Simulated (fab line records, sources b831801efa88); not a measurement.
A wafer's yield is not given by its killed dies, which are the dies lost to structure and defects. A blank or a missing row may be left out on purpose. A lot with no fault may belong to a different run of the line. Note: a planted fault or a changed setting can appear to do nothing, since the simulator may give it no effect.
Struck lot and sound lot, side by side + flow sky130 + 18 steps out of a route of 708
Sound: wafers L215.2, L215.5, L215.6. The struck wafers were L221.2, L221.5, L221.6. The cause is given at the end.
At each step with rows: each side's tool, then ch and its chambers, then its first start. Under that, the readings that differ: sound wafers + struck wafers + difference of the means + sigmas: that difference in standard deviations of wafers without a fault.
alike: words and numbers the same on both sides, and readings whose means are apart by under 2 such deviations; not compared: readings that were withheld, readings missing a value for some wafer, numbers with overlapping values and no deviation given by the record, and bounds like >300 which may hide the same value.
The two part at a step that has a row with sigmas, a row that says differs or no value, or rows on one side only. Numbers that don't overlap but have no deviation are shown without sigmas and don't part them. A reading missing from all wafers of one side parts the sides only when that side holds two or more wafers.

first, 2 steps without rows for these wafers: SKY_LDD_HVN_PEB_05; SKY_LDD_HVN_DEVELOP_06 (develop time 60 s).
SKY_LDD_HVN_OVL_MEAS_07:
  struck on overlay-01, day 26 20:30; sound on overlay-02, day 24 22:33
  alike: LDD_HVN_OVL
following that, these wafers have no rows for 1 step: SKY_LDD_HVN_IMPLANT_08.
SKY_LDD_HVN_STRIP_09: strips in O2/N2.
  sound on plasma-asher-01 ch 0,1, day 24 22:44; struck on plasma-asher-03 ch 0,1, day 26 20:41
| reading               | sound             | struck            | difference | sigmas |
|-----------------------|-------------------|-------------------|------------|--------|
| oes-product-au (a.u.) | 0.413 0.416 0.411 | 0.411 0.393 0.407 | -0.010     | -2     |
  alike: drypump-motor-current-A, strip-time-to-endpoint-s
  not compared: rf-hours-counter-h
SKY_LDD_HVN_TW_MEAS_10:
  struck on film-metro-02, day 26 20:47; sound on film-metro-02, day 24 22:50
  alike: LDD_HVN_TW
then, 6 steps without rows for these wafers: SKY_LDD_HVP_DEHYDRATE_00 (time 60 s); SKY_LDD_HVP_HMDS_01 (prime time 60 s); SKY_LDD_HVP_COAT_02 (resist thk 300 nm); SKY_LDD_HVP_SOFTBAKE_03 (time 60 s); SKY_LDD_HVP_EXPOSE_04 (exposes mask HVPTM, target cd 700 nm); SKY_LDD_HVP_PEB_05.
SKY_LDD_HVP_DEVELOP_06: develop time 60 s.
  sound on litho-track-02 ch 0, day 26 03:42; struck on litho-track-02 ch 0, day 28 01:03
SKY_LDD_HVP_OVL_MEAS_07:
  struck on overlay-02, day 28 01:11; sound on overlay-02, day 26 03:50
  alike: LDD_HVP_OVL
following that, these wafers have no rows for 1 step: SKY_LDD_HVP_IMPLANT_08.
SKY_LDD_HVP_STRIP_09: strips in O2/N2.
  sound on plasma-asher-02 ch 0,1, day 26 04:01; struck on plasma-asher-02 ch 0,1, day 28 01:22
  alike: drypump-motor-current-A, oes-product-au, strip-time-to-endpoint-s
  not compared: rf-hours-counter-h
SKY_LDD_HVP_TW_MEAS_10:
  struck on film-metro-03, day 28 01:28; sound on film-metro-03, day 26 04:07
| reading    | sound             | struck         | difference | sigmas      |
|------------|-------------------|----------------|------------|-------------|
| LDD_HVP_TW | 458.5 459.9 459.5 | 72.6 73.1 73.5 | -386.2     | -99 or more |
then, 1 step without rows for these wafers: SKY_LDD_LDN_DEHYDRATE_00 (time 60 s).

== WHERE THEY PART ==
Earliest at SKY_LDD_HVN_STRIP_09; latest, in this record, at SKY_LDD_HVP_TW_MEAS_10.

WHY: whatever the simulator had introduced
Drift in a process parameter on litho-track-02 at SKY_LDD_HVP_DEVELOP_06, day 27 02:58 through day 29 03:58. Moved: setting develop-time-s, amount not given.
